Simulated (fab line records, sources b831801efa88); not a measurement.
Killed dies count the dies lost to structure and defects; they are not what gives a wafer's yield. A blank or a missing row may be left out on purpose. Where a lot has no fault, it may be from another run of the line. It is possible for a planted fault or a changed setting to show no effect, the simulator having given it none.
Matching of chambers :: flow gf180mcu :: cmp-01 running GF_CONTACT_CMP_04: 4 sister chambers
The step polishes SiO2. 8 wafers are shown with their chamber, then 9 later ones without.

## EACH WAFER AND ITS CHAMBER
wafer: L916.6
chamber: 3
motor-current-A (A): 14.1
time-to-endpoint-s (s): 122

wafer: L919.4
chamber: 3
motor-current-A (A): 14.7
time-to-endpoint-s (s): 120

wafer: L922.3
chamber: 0
motor-current-A (A): 11.3
time-to-endpoint-s (s): 110

wafer: L922.4
chamber: 1
motor-current-A (A): 10.0
time-to-endpoint-s (s): 108

wafer: L922.6
chamber: 2
motor-current-A (A): 13.6
time-to-endpoint-s (s): 110

wafer: L934.2
chamber: 0
motor-current-A (A): 10.4
time-to-endpoint-s (s): 106

wafer: L934.5
chamber: 2
motor-current-A (A): 13.1
time-to-endpoint-s (s): 111

wafer: L934.6
chamber: 1
motor-current-A (A): 10.8
time-to-endpoint-s (s): 116

## WAFERS MISSING THEIR CHAMBER
wafer: L935.1
motor-current-A (A): 10.8
time-to-endpoint-s (s): 103

wafer: L935.4
motor-current-A (A): 14.3
time-to-endpoint-s (s): 107

wafer: L935.5
motor-current-A (A): 13.7
time-to-endpoint-s (s): 109

wafer: L937.1
motor-current-A (A): 13.0
time-to-endpoint-s (s): 111

wafer: L937.5
motor-current-A (A): 10.5
time-to-endpoint-s (s): 112

wafer: L937.6
motor-current-A (A): 14.0
time-to-endpoint-s (s): 115

wafer: L936.1
motor-current-A (A): 13.9
time-to-endpoint-s (s): 107

wafer: L936.2
motor-current-A (A): 10.7
time-to-endpoint-s (s): 105

wafer: L936.6
motor-current-A (A): 14.3
time-to-endpoint-s (s): 120

## WHICH CHAMBER EACH ONE RAN IN
wafer: L935.1
from the rows above: can't be placed: 0 or 1
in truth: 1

wafer: L935.4
from the rows above: 2
in truth: 2

wafer: L935.5
from the rows above: 2
in truth: 2

wafer: L937.1
from the rows above: 2
in truth: 2

wafer: L937.5
from the rows above: can't be placed: 1 or 0
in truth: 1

wafer: L937.6
from the rows above: can't be placed: 2 or 3
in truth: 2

wafer: L936.1
from the rows above: 2
in truth: 2

wafer: L936.2
from the rows above: can't be placed: 0 or 1
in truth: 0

wafer: L936.6
from the rows above: 3
in truth: 3
Placed correctly: 5 of 9. Cannot be placed on the basis of these rows: 4; the candidates contain the true chamber in 4. Placed wrongly: 0.
How it was worked out, from the rows above alone: a wafer's distance from a chamber is the root of the sum, over the readings, of the square of ((its reading less the chamber's mean) divided by the reading's scatter). The wafer belongs to the nearest chamber; if the next one is less than 2 further off, it can't be placed. For every chamber, the mean is computed from those of its wafers that are shown. How the scatter is found: for the shown wafers, subtract from each reading the mean of its chamber, square and add these, divide the total by (wafers less chambers), then take the root.
